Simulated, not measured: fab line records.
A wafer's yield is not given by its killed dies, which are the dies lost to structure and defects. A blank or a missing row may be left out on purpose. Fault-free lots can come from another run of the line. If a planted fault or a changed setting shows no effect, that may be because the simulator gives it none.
fab line records	flow sky130
[record] lots = 6	wafers = 18	last-day = 50
route steps=708 shown LDD_P@263 LDD_HVN@267 LDD_HVP@278 PAD_OPEN@708
lots that met no fault: from a run of the same line without faults
start-h: hours from the record's opening day to when the first of the lot's shown wafers began	wait-h: hours from the lot's prior step to this one	" identical to the entry in the row above	L1.1+2: a single row standing in for several wafers	- value missing, or start not given	* or withheld: withheld	< > ~ a bound
route shown NAME@n: a module of which the file shows steps, and the number in the route of the first	usual: mean and standard deviation over wafers with no fault	same: alike in all rows	chamber/n: place in a boat	sites: per-site readings	_std_site: their standard deviation	_edge_site: mean of outer sites minus mean of inner sites	radius-mm: how far each site lies from the wafer's centre	mask NAME#n: copy n	behind: the tool/chamber that last shaped the wafer	hold: the reason the lot was held/the length of the hold in hours/how it ended	device: the transistor (n, p or np) that didn't switch	end of line: tests of these same wafers at the route's end	a step given without rows: its recipe and nothing more	killed: dies lost to structure and defects at the first sort, not the wafer's yield	map: a wafer's dies, marking killed ones x, the rest . and places with no die _
set.NAME: the run value of the setting; set.NAME@STEP: its run value at that earlier step	model.NAME: the simulator's own value behind a step, which no gauge read
lots at selected steps of the route; one table per step, one row per wafer
services: the hour from which a tool's chamber was out of use, counted from the record's first day as start-h (under 0 if before that day), plus the number of hours and why
[[steps]]
[step SKY_LDD_P_OVL_MEAS_08]
[usual] LDD_P_OVL = -0.2/1.4
lot.wafer	tool	chamber	start-h	wait-h	LDD_P_OVL[nm]
L588.2	overlay-01	-	473.02	0.1	-1.0
L588.3	"	-	"	"	-1.5
L588.4	"	-	"	"	-0.9
L593.1	overlay-01	-	513.86	0.1	-0.2
L593.2	"	-	"	"	-0.8
L593.4	"	-	"	"	-0.7
L594.4	overlay-02	-	528.32	0.1	-2.2
L594.5	"	-	"	"	-1.9
L594.6	"	-	"	"	-1.4
L596.2	overlay-02	-	534.67	0.1	0.9
L596.4	"	-	"	"	1.8
L596.6	"	-	"	"	0.9
L597.2	overlay-01	-	547.41	0.1	1.1
L597.4	"	-	"	"	0.6
L597.5	"	-	"	"	1.1
L605.2	overlay-01	-	616.36	0.1	1.8
L605.4	"	-	"	"	0.2
L605.6	"	-	"	"	3.5
[step SKY_LDD_P_IMPLANT_09]
[recipe] species = BF2	energy-kev = 25	dose-cm2 = 1e+13	tilt-deg = withheld
[step SKY_LDD_P_STRIP_10]
[recipe] chemistry = O2/N2	power-w = 1400	pressure-mtorr = 1500	platen-temp-c = withheld	o2-flow-sccm = 3000	n2-flow-sccm = 300	overash-fraction = 0.5
[usual] drypump-motor-current-A = 5.8/0.44	n2-flow-sccm = 299.9/0.97	oes-product-au = 0.715/0.0047	strip-time-to-endpoint-s = 14.20/0.038
lot.wafer	tool	chamber	start-h	wait-h	drypump-motor-current-A	n2-flow-sccm	oes-product-au	rf-hours-counter-h	strip-time-to-endpoint-s
L588.2	plasma-asher-01	1	473.20	0.1	5.7	298.8	0.717	65	14.17
L588.3	"	1	"	"	5.7	299.4	0.711	-	14.23
L588.4	"	0	"	"	6.1	301.4	0.710	-	14.23
L593.1	plasma-asher-01	0	514.05	0.1	6.1	299.5	0.708	67	14.15
L593.2	"	1	"	"	5.7	299.4	0.708	67	14.22
L593.4	"	0	"	"	6.1	298.8	0.718	-	14.20
L594.4	plasma-asher-01	1	528.52	0.1	5.7	299.7	0.709	-	14.19
L594.5	"	0	"	"	6.1	298.9	0.724	-	14.21
L594.6	"	1	"	"	5.7	300.3	0.723	-	14.19
L596.2	plasma-asher-03	1	534.85	0.1	6.1	299.8	0.715	10	14.16
L596.4	"	0	"	"	4.9	301.1	0.710	-	14.17
L596.6	"	0	"	"	4.9	301.8	0.717	-	14.22
L597.2	plasma-asher-04	1	547.59	0.1	5.8	299.2	0.714	43	14.20
L597.4	"	1	"	"	5.8	299.4	0.719	-	14.19
L597.5	"	0	"	"	6.3	298.8	0.717	-	14.19
L605.2	plasma-asher-04	0	616.54	0.1	6.3	300.4	0.713	50	14.20
L605.4	"	0	"	"	6.3	301.9	0.711	-	14.22
L605.6	"	0	"	"	6.3	300.3	0.716	-	14.18
[step SKY_LDD_P_TW_MEAS_11]
[usual] LDD_P_TW = 640/6.7
lot.wafer	tool	chamber	start-h	wait-h	LDD_P_TW
L588.2	film-metro-01	-	473.31	0.1	635
L588.3	"	-	"	"	633
L588.4	"	-	"	"	632
L593.1	film-metro-03	-	514.15	0.1	639
L593.2	"	-	"	"	636
L593.4	"	-	"	"	636
L594.4	film-metro-04	-	528.62	0.1	645
L594.5	"	-	"	"	646
L594.6	"	-	"	"	649
L596.2	film-metro-01	-	534.96	0.1	632
L596.4	"	-	"	"	630
L596.6	"	-	"	"	629
L597.2	film-metro-03	-	547.70	0.1	640
L597.4	"	-	"	"	637
L597.5	"	-	"	"	643
L605.2	film-metro-03	-	616.65	0.1	642
L605.4	"	-	"	"	645
L605.6	"	-	"	"	646
[step SKY_LDD_HVN_DEHYDRATE_00]
[recipe] temp-c = 200	time-s = 60
[step SKY_LDD_HVN_HMDS_01]
[recipe] prime-time-s = 60	prime-temp-c = 120
[step SKY_LDD_HVN_COAT_02]
[recipe] resist = NOVOLAK	spin-rpm = 3000	resist-thk-nm = 300
[step SKY_LDD_HVN_SOFTBAKE_03]
[recipe] temp-c = 90.89	time-s = 60	resist = NOVOLAK
[step SKY_LDD_HVN_EXPOSE_04]
[recipe] mask-id = HVNTM	na = 0.6	source-shape = conventional	sigma-outer = 0.6	polarization = unpolarized	target-cd-nm = 700	dose-mj = 127
[step SKY_LDD_HVN_PEB_05]
[recipe] temp-c = withheld	time-s = *	resist = NOVOLAK
[step SKY_LDD_HVN_DEVELOP_06]
[recipe] resist = NOVOLAK	developer = TMAH	develop-time-s = 60	dev-temp-c = 23
[step SKY_LDD_HVN_OVL_MEAS_07]
[usual] LDD_HVN_OVL = 1.5/1.4
lot.wafer	tool	chamber	start-h	wait-h	LDD_HVN_OVL[nm]
L588.2	overlay-02	-	503.95	0.1	0.2
L588.3	"	-	"	"	2.1
L588.4	"	-	"	"	-1.2
L593.1	overlay-01	-	544.19	0.1	0.3
L593.2	"	-	"	"	0.0
L593.4	"	-	"	"	-0.1
L594.4	overlay-01	-	559.01	0.1	1.0
L594.5	"	-	"	"	0.4
L594.6	"	-	"	"	2.6
L596.2	overlay-01	-	564.94	0.1	0.5
L596.4	"	-	"	"	3.3
L596.6	"	-	"	"	1.1
L597.2	overlay-01	-	577.09	0.1	0.5
L597.4	"	-	"	"	0.0
L597.5	"	-	"	"	-0.2
L605.2	overlay-02	-	644.94	0.1	3.2
L605.4	"	-	"	"	3.7
L605.6	"	-	"	"	3.8
[step SKY_LDD_HVN_IMPLANT_08]
[recipe] species = P	energy-kev = 60	dose-cm2 = 3e+13	tilt-deg = 40
[usual] beam-energy-keV = 60.007/0.014	dose-ions-cm2 = 2.9999e+13/2.9e+10
lot.wafer	tool	chamber	start-h	wait-h	beam-energy-keV	dose-ions-cm2	model.implant.rp-nm	model.implant.drp-nm
L588.2	implanter-04	0	504.01	0.0	59.986	3.0034e+13	55.4	28.15
L588.3	"	0	"	"	60.002	3.0006e+13	55.4	28.15
L588.4	"	0	"	"	60.013	2.9989e+13	55.4	28.15
L593.1	implanter-03	0	544.23	0.0	60.022	2.9995e+13	55.51	28.15
L593.2	"	0	"	"	59.995	3.0031e+13	55.51	28.15
L593.4	"	0	"	"	59.998	3.0004e+13	55.51	28.15
L594.4	implanter-03	0	559.10	0.1	41.581	2.9958e+13	38.29	20.6
L594.5	"	0	"	"	41.563	2.9999e+13	38.29	20.6
L594.6	"	0	"	"	41.568	2.9979e+13	38.29	20.6
L596.2	implanter-03	0	565.00	0.0	41.573	3.0001e+13	39.78	20.6
L596.4	"	0	"	"	41.592	2.9973e+13	39.78	20.6
L596.6	"	0	"	"	41.573	3.0009e+13	39.78	20.6
L597.2	implanter-02	0	577.14	0.0	60.018	2.9975e+13	55.78	28.15
L597.4	"	0	"	"	60.023	2.9985e+13	55.78	28.15
L597.5	"	0	"	"	60.014	2.9966e+13	55.78	28.15
L605.2	implanter-03	0	645.00	0.0	60.003	3.0014e+13	55.1	28.15
L605.4	"	0	"	"	60.021	3.0031e+13	55.1	28.15
L605.6	"	0	"	"	59.995	2.9979e+13	55.1	28.15
[step SKY_LDD_HVN_STRIP_09]
[recipe] chemistry = O2/N2	power-w = 1400	pressure-mtorr = 1500	platen-temp-c = withheld	o2-flow-sccm = 3000	n2-flow-sccm = 300	overash-fraction = 0.5
[usual] drypump-motor-current-A = 5.8/0.41	n2-flow-sccm = 300.0/0.97	oes-product-au = 0.408/0.0044	strip-time-to-endpoint-s = 4.130/0.014
lot.wafer	tool	chamber	start-h	wait-h	drypump-motor-current-A	n2-flow-sccm	oes-product-au	rf-hours-counter-h	strip-time-to-endpoint-s
L588.2	plasma-asher-01	1	504.13	0.1	5.7	300.7	0.410	66	4.111
L588.3	"	0	"	"	6.1	301.1	0.409	-	4.103
L588.4	"	1	"	"	5.7	302.5	0.404	-	4.108
L593.1	plasma-asher-01	1	544.38	0.1	5.8	301.1	0.404	71	4.134
L593.2	"	0	"	"	6.1	297.9	0.405	71	4.126
L593.4	"	0	"	"	6.1	298.8	0.408	-	4.124
L594.4	plasma-asher-01	0	559.21	0.1	6.1	300.1	0.411	-	4.123
L594.5	"	0	"	"	6.1	300.5	0.408	-	4.138
L594.6	"	1	"	"	5.7	301.4	0.408	-	4.124
L596.2	plasma-asher-03	0	565.12	0.1	5.0	299.5	0.415	13	4.137
L596.4	"	1	"	"	6.1	300.0	0.406	-	4.141
L596.6	"	0	"	"	5.0	298.5	0.407	-	4.129
L597.2	plasma-asher-02	1	577.27	0.1	5.8	300.8	0.409	89	4.147
L597.4	"	1	"	"	5.8	300.9	0.406	-	4.151
L597.5	"	0	"	"	6.0	299.9	0.414	-	4.156
L605.2	plasma-asher-02	0	645.12	0.1	6.0	298.4	0.411	96	4.124
L605.4	"	0	"	"	6.0	299.3	0.410	-	4.119
L605.6	"	1	"	"	5.8	299.4	0.407	-	4.125
[step SKY_LDD_HVN_TW_MEAS_10]
[usual] LDD_HVN_TW = 1448/15
lot.wafer	tool	chamber	start-h	wait-h	LDD_HVN_TW
L588.2	film-metro-03	-	504.24	0.1	1429
L588.3	"	-	"	"	1432
L588.4	"	-	"	"	1438
L593.1	film-metro-03	-	544.48	0.1	1451
L593.2	"	-	"	"	1449
L593.4	"	-	"	"	1462
L594.4	film-metro-03	-	559.30	0.1	1325
L594.5	"	-	"	"	1321
L594.6	"	-	"	"	1321
L596.2	film-metro-01	-	565.23	0.1	1295
L596.4	"	-	"	"	1292
L596.6	"	-	"	"	1294
L597.2	film-metro-03	-	577.38	0.1	1454
L597.4	"	-	"	"	1448
L597.5	"	-	"	"	1447
L605.2	film-metro-03	-	645.23	0.1	1459
L605.4	"	-	"	"	1464
L605.6	"	-	"	"	1457
[step SKY_LDD_HVP_DEHYDRATE_00]
[recipe] temp-c = 200	time-s = 60
[step SKY_PAD_OPEN_PROBE_99]
[usual] killed_at_M0_to_M3 = 43/7.3	killed_at_M4_up = 3.1/1.7	killed-at-contacts = 24/4.7	killed-at-front-end = 15/4.6	killed-at-other = 0.3/0.55	killed-dies = 86/9.7	killed-open = 47/6.7	killed-short = 39/6.5
[same] gross-dies = 492	killed-at-back-side = 0
lot.wafer	tool	chamber	start-h	wait-h	killed_at_M0_to_M3	killed_at_M4_up	killed-at-contacts	killed-at-front-end	killed-at-other	killed-dies	killed-open	killed-short	model.etest.tip_n_5v.rs-ohm-sq	model.etest.nfet-g5v0d10v5.r-on-ohm-um	model.etest.nfet-g5v0d10v5.drive-ua-um	model.etest.nfet_05v0_nvt.drive-ua-um	model.etest.ring_5v.delay-ps	model.etest.nfet-g5v0d10v5.vt-sat-v	model.etest.nfet-g5v0d10v5.vt-v
L588.2	prober-02	-	1099.42	0.1	43	3	27	16	0	89	53	36	1390	1832	614.8	584.5	43.85	0.7588	0.8169
L588.3	prober-02	-	1099.47	0.2	38	1	28	20	0	87	46	41	1390	1842	610.7	584.8	44.28	0.764	0.8213
L588.4	prober-02	-	1099.52	0.2	43	1	16	14	0	74	43	31	1383	1836	624.1	594.4	43.95	0.7525	0.8098
L593.1	prober-02	-	1123.65	0.1	50	3	25	8	0	86	40	46	1391	1878	608.6	575.3	44.71	0.7606	0.8151
L593.2	prober-02	-	1123.70	0.1	45	3	27	16	1	92	49	43	1386	1876	602.6	573.7	43.88	0.7651	0.8208
L593.4	prober-02	-	1123.80	0.2	49	1	21	12	0	83	48	35	1400	1894	599.5	568.2	44.27	0.7783	0.837
L594.4	prober-01	-	1129.98	0.2	50	6	38	13	0	107	52	55	1668	1963	580.6	566.1	45.5	0.8084	0.8513
L594.5	prober-01	-	1130.03	0.2	36	4	24	14	0	78	42	36	1661	1969	577.3	555.1	45.66	0.8018	0.8469
L594.6	prober-01	-	1130.08	0.2	37	4	26	19	1	87	47	40	1659	1968	579.6	558	45.92	0.8044	0.8489
L596.2	prober-02	-	1133.16	0.1	39	3	20	19	0	81	48	33	1643	1963	583.6	564.2	45.45	0.7803	0.8259
L596.4	prober-02	-	1133.26	0.2	45	3	14	11	0	73	43	30	1639	1979	580	559.8	45.43	0.7975	0.8435
L596.6	prober-02	-	1133.36	0.2	53	1	22	16	0	92	51	41	1640	2006	576.6	556.7	45.63	0.7927	0.8417
L597.2	prober-01	-	1145.65	0.1	42	4	23	15	0	84	41	43	1373	1835	630.9	594.7	43.84	0.7388	0.7957
L597.4	prober-01	-	1145.75	0.2	45	6	23	15	0	89	46	43	1372	1840	620.1	590.3	44.24	0.7538	0.8122
L597.5	prober-01	-	1145.80	0.2	42	6	27	13	0	88	39	49	1368	1880	616.9	589.5	44.43	0.7461	0.8026
L605.2	prober-01	-	1197.36	0.1	36	3	24	12	0	75	31	44	1387	1870	603.5	578.7	44.54	0.7687	0.8238
L605.4	prober-01	-	1197.46	0.2	46	0	21	24	1	92	53	39	1382	1910	601.6	571.9	44.59	0.7577	0.8176
L605.6	prober-01	-	1197.56	0.2	29	6	32	23	0	90	48	42	1395	1919	591.9	568.8	45.09	0.7756	0.8343
// killed by level:class
L588.2 VIA1:geometric-particle:open=14 LI_CONTACT:geometric-particle:open=8 CONTACT:geometric-particle:open=8 VIA2:geometric-particle:open=8 FIELD_ISO:geometric-particle:open=6 LOCAL_INTERCONNECT:geometric-particle:short=6 VIA1:geometric-particle:short=6 METAL1:geometric-particle:short=4
L588.3 CONTACT:geometric-particle:open=10 VIA1:geometric-particle:open=7 LI_CONTACT:geometric-particle:open=6 FIELD_ISO:geometric-particle:open=5 POLY_GATE:geometric-particle:short=5 VIA1:geometric-particle:short=5 METAL2:geometric-particle:short=5 METAL1:geometric-particle:short=5
L588.4 VIA3:geometric-particle:open=7 VIA1:geometric-particle:open=7 VIA2:geometric-particle:open=6 METAL2:geometric-particle:short=6 LI_CONTACT:geometric-particle:open=5 METAL1:geometric-particle:open=5 METAL1:geometric-particle:short=4 CONTACT:geometric-particle:short=4
L593.1 METAL1:geometric-particle:short=12 CONTACT:geometric-particle:open=9 VIA1:geometric-particle:open=8 VIA1:geometric-particle:short=7 LOCAL_INTERCONNECT:geometric-particle:short=6 LI_CONTACT:geometric-particle:open=5 VIA2:geometric-particle:open=5 VIA3:geometric-particle:open=5
L593.2 CONTACT:geometric-particle:open=10 CONTACT:geometric-particle:short=7 METAL1:geometric-particle:short=7 VIA1:geometric-particle:short=7 VIA1:geometric-particle:open=6 LI_CONTACT:geometric-particle:open=5 VIA3:geometric-particle:short=5 FIELD_ISO:geometric-particle:open=4
L593.4 VIA1:geometric-particle:open=14 POLY_GATE:geometric-particle:open=8 CONTACT:geometric-particle:open=8 METAL2:geometric-particle:open=6 LOCAL_INTERCONNECT:geometric-particle:short=5 METAL1:geometric-particle:short=5 LI_CONTACT:geometric-particle:short=4 VIA3:geometric-particle:open=4
L594.4 LI_CONTACT:geometric-particle:open=11 CONTACT:geometric-particle:open=11 VIA1:geometric-particle:open=10 VIA1:geometric-particle:short=8 METAL1:geometric-particle:short=7 LOCAL_INTERCONNECT:geometric-particle:short=6 CONTACT:geometric-particle:short=5 POLY_GATE:geometric-particle:short=5
L594.5 CONTACT:geometric-particle:open=10 VIA1:geometric-particle:open=8 METAL2:geometric-particle:short=7 FIELD_ISO:geometric-particle:open=5 CONTACT:geometric-particle:short=5 FIELD_ISO:geometric-particle:short=4 VIA3:geometric-particle:open=4 VIA2:geometric-particle:open=4
L594.6 LI_CONTACT:geometric-particle:open=10 CONTACT:geometric-particle:open=8 FIELD_ISO:geometric-particle:open=7 VIA1:geometric-particle:open=6 FIELD_ISO:geometric-particle:short=5 VIA2:geometric-particle:open=5 VIA2:geometric-particle:short=4 VIA3:geometric-particle:short=4
L596.2 CONTACT:geometric-particle:open=10 FIELD_ISO:geometric-particle:open=9 VIA1:geometric-particle:open=8 METAL1:geometric-particle:short=6 VIA2:geometric-particle:short=5 LI_CONTACT:geometric-particle:open=4 VIA1:geometric-particle:short=4 VIA3:geometric-particle:open=4
L596.4 VIA1:geometric-particle:open=10 VIA2:geometric-particle:open=7 VIA3:geometric-particle:open=6 CONTACT:geometric-particle:short=4 CONTACT:geometric-particle:open=4 VIA1:geometric-particle:short=4 METAL3:geometric-particle:short=4 POLY_GATE:geometric-particle:short=3
L596.6 VIA1:geometric-particle:open=12 LI_CONTACT:geometric-particle:open=8 VIA1:geometric-particle:short=8 METAL1:geometric-particle:short=7 CONTACT:geometric-particle:open=7 VIA2:geometric-particle:short=7 VIA3:geometric-particle:open=7 VIA2:geometric-particle:open=6
L597.2 LOCAL_INTERCONNECT:geometric-particle:short=9 VIA1:geometric-particle:open=9 VIA2:geometric-particle:open=6 VIA1:geometric-particle:short=5 METAL2:geometric-particle:short=5 LI_CONTACT:geometric-particle:open=5 VIA3:geometric-particle:open=5 METAL3:geometric-particle:short=5
L597.4 VIA1:geometric-particle:open=10 LI_CONTACT:geometric-particle:open=8 METAL1:geometric-particle:short=8 POLY_GATE:geometric-particle:open=7 VIA3:geometric-particle:open=6 CONTACT:geometric-particle:open=5 VIA1:geometric-particle:short=5 LOCAL_INTERCONNECT:geometric-particle:short=4
L597.5 VIA1:geometric-particle:open=13 METAL1:geometric-particle:short=8 CONTACT:geometric-particle:short=7 FIELD_ISO:geometric-particle:short=6 LI_CONTACT:geometric-particle:open=6 LOCAL_INTERCONNECT:geometric-particle:short=6 POLY_GATE:geometric-particle:short=5 CONTACT:geometric-particle:open=5
L605.2 LOCAL_INTERCONNECT:geometric-particle:short=12 VIA1:geometric-particle:open=9 VIA1:geometric-particle:short=6 CONTACT:geometric-particle:open=5 VIA2:geometric-particle:open=4 METAL1:geometric-particle:short=4 VIA3:geometric-particle:open=4 POLY_GATE:geometric-particle:open=3
L605.4 VIA1:geometric-particle:open=12 LI_CONTACT:geometric-particle:open=9 VIA2:geometric-particle:open=8 POLY_GATE:geometric-particle:short=7 METAL2:geometric-particle:short=6 CONTACT:geometric-particle:open=5 VIA3:geometric-particle:open=5 FIELD_ISO:geometric-particle:short=4
L605.6 CONTACT:geometric-particle:open=10 VIA1:geometric-particle:open=8 FIELD_ISO:geometric-particle:open=7 LI_CONTACT:geometric-particle:open=7 LOCAL_INTERCONNECT:geometric-particle:short=7 FIELD_ISO:geometric-particle:short=5 CONTACT:geometric-particle:short=5 POLY_GATE:geometric-particle:open=4
[[services]]
tool	chamber	start-h	hours	kind
implanter-02	-	457.42	5.1	repair
implanter-03	-	467.11	4.3	pm
plasma-asher-01	-	473.55	14.6	pm
plasma-asher-01	-	493.69	4.0	repair
implanter-04	-	551.43	3.3	pm
implanter-02	-	568.28	1.3	repair
implanter-03	-	569.65	1.9	repair
plasma-asher-04	-	585.01	2.8	pm
implanter-04	-	588.65	12.4	pm
implanter-02	-	617.20	2.2	repair
implanter-02	-	624.29	1.6	repair
plasma-asher-03	-	634.02	1.8	repair
[[key]]
[first-sign] step = SKY_LDD_HVN_IMPLANT_08	reading = beam-energy-keV	direction = down	sigmas = 99+	usual = *	struck = *
[effect] step = SKY_LDD_HVN_TW_MEAS_10	reading = LDD_HVN_TW	direction = down	sigmas = 9.6	usual = 1448	struck = 1308
[model-effect] step = SKY_LDD_HVN_IMPLANT_08	value = implant.rp-nm	without = 56.43	struck = 39.03
[model-effect] step = SKY_PAD_OPEN_PROBE_99	value = etest.tip_n_5v.rs-ohm-sq	without = 1381	struck = 1652
met-at SKY_LDD_HVN_IMPLANT_08
struck-wafers L594.4,L594.5,L594.6,L596.2,L596.4,L596.6
tester-left-out L594,L596
onset-between 544.23 559.10
[fault] kind = process-parameter-drift	tool = implanter-03	chamber = -	onset-h = 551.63	steps = SKY_LDD_HVN_IMPLANT_08	channel = energy-kev	offset = *	shape = step	end-h = 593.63	acts-in = *	stated = *
// tester-left-out: of these lots the tester's yield and bins aren't shown, on N5 and GAA mostly nor the transistor test; their killed dies are dies lost to structure and defects alone, not to doping, threshold or leakage, so they don't give the yield
